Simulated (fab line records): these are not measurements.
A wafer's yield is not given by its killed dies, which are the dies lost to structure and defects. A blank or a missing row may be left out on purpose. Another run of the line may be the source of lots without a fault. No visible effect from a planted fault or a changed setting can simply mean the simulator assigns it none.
One fault through the eyes of 2 desks	flow sky130	only its own numbers are on each desk; what lay behind them is given at the end

== AT THE TOOL OWNER'S DESK: cmp-01 ==
The tool's own readings at SKY_VIA1_CMP_02 (polishes SiO2): means of the sampled wafers that have a number, for each lot that ran on this tool. If a lot's mean is further than 4 standard deviations from the usual mean, the lot is out of limits and carries the mark OUT (the distance appears in the brackets).
Columns: A = motor-current-A at SKY_VIA1_CMP_02, usual 12.3 A
lot	first seen here	A
L925	day 33 15:08	12.3
L927	day 34 01:41	12.3
L931	day 35 04:22	11.6
L932	day 35 06:04	12.2
L935	day 36 03:16	11.9
L942	day 38 13:13	11.9
L944	day 38 16:28	12.7
This desk found nothing out of limits on any of the 7 lots.

== THE METROLOGY DESK ==
What the gauges read for every lot (on any tool): the sampled wafers with a number, averaged. If a lot's mean is further than 4 standard deviations from the usual mean, the lot is out of limits and carries the mark OUT (the distance appears in the brackets).
Columns: A = cd-nm at SKY_METAL1_CD_MEAS_15, usual 139.9 nm
lot	first seen here	A
L926	day 33 10:50	140.8
L925	day 33 14:02	140.5
L927	day 34 00:35	140.0
L928	day 34 04:14	139.7
L931	day 35 03:04	139.5
L932	day 35 04:41	138.4
L935	day 36 02:04	141.0
L941	day 38 07:37	140.4
L942	day 38 12:07	140.8
L944	day 38 15:22	138.1
L946	day 39 15:37	142.5
This desk found nothing out of limits on any of the 11 lots.

== TAKEN TOGETHER ==
The tool owner's desk saw nothing out of limits.
Nothing out of limits was seen by the metrology desk.

== WHAT THE SIMULATOR HAD PUT IN ==
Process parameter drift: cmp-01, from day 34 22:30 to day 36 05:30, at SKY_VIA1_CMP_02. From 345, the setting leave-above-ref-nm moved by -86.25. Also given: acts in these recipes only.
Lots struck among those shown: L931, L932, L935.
